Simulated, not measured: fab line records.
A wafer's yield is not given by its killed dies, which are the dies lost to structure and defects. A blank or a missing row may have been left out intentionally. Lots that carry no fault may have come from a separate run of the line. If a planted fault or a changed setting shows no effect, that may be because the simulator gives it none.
2 desks, one fault || flow sky130 || every desk sees just its own numbers, and what lay behind them comes last

== METROLOGY DESK ==
What the gauges read for every lot (on any tool): the sampled wafers with a number, averaged. If a lot's mean is further than 4 standard deviations from the usual mean, the lot is out of limits and carries the mark OUT (the distance appears in the brackets).
Columns: A = FIELD_ISO_OXIDATION_00_THK at SKY_FIELD_ISO_THK_MEAS_02, usual 12.02 nm; B = VT_ADJUST_PCH_TW at SKY_VT_ADJUST_PCH_TW_MEAS_10, usual 142.3
{"lot": "L866", "first seen here": "day 1 12:05", "A": 11.87, "B": 142.8}
{"lot": "L867", "first seen here": "day 1 16:38", "A": 11.97, "B": 144.7}
{"lot": "L869", "first seen here": "day 2 04:19", "A": 11.90, "B": 139.5}
{"lot": "L870", "first seen here": "day 2 09:15", "A": 12.13, "B": 139.3}
{"lot": "L872", "first seen here": "day 2 18:42", "A": 11.96, "B": 140.1}
{"lot": "L874", "first seen here": "day 3 03:39", "A": 11.84, "B": 144.5}
{"lot": "L875", "first seen here": "day 3 09:22", "A": 11.68, "B": 139.9}
{"lot": "L876", "first seen here": "day 3 13:46", "A": 12.31, "B": 142.5}
{"lot": "L877", "first seen here": "day 3 19:20", "A": 12.07, "B": 139.8}
{"lot": "L878", "first seen here": "day 4 03:31", "A": 11.96, "B": 142.8}
{"lot": "L879", "first seen here": "day 4 10:38", "A": 12.26, "B": 142.0}
{"lot": "L882", "first seen here": "day 4 22:15", "A": 12.50, "B": 141.9}
{"lot": "L883", "first seen here": "day 5 01:32", "A": 11.62, "B": 143.2}
{"lot": "L885", "first seen here": "day 5 10:40", "A": 12.15, "B": 144.5}
This desk's verdict: no lot among the 14 shows anything out of limits.

== FOR THE TOOL OWNER'S DESK: rie_si-01 ==
The tool's own readings at SKY_POLY_GATE_ETCH_17 (etches poly-Si in HBr/Cl2, stops on SiO2, target depth 180 nm, time 70.5 s): means of the sampled wafers that have a number, for each lot that ran on this tool. If a lot's mean is further than 4 standard deviations from the usual mean, the lot is out of limits and carries the mark OUT (the distance appears in the brackets).
Columns: A = drypump_motor_current_A at SKY_POLY_GATE_ETCH_17, usual 5.5 A; B = oes_product_au at SKY_POLY_GATE_ETCH_17, usual 0.987 a.u.; C = throttle_valve_pct at SKY_POLY_GATE_ETCH_17, usual 33.685 %
{"lot": "L866", "first seen here": "day 16 20:47", "A": 5.5, "B": 0.996, "C": 33.693}
{"lot": "L869", "first seen here": "day 18 04:20", "A": 5.5, "B": 0.994, "C": 33.677}
{"lot": "L874", "first seen here": "day 20 18:22", "A": 5.5, "B": 0.989, "C": 33.688}
{"lot": "L877", "first seen here": "day 20 21:10", "A": 5.6, "B": 0.994, "C": 33.690}
{"lot": "L883", "first seen here": "day 22 19:16", "A": 5.8, "B": 0.996, "C": 33.677}
{"lot": "L885", "first seen here": "day 23 05:35", "A": 5.4, "B": 1.000, "C": 33.687}
This desk's verdict: no lot among the 6 shows anything out of limits.

== BROUGHT TOGETHER ==
From the metrology desk's view, nothing was out of limits.
The desk of the tool owner found nothing out of limits.

== WHAT WAS PUT IN BY THE SIMULATOR ==
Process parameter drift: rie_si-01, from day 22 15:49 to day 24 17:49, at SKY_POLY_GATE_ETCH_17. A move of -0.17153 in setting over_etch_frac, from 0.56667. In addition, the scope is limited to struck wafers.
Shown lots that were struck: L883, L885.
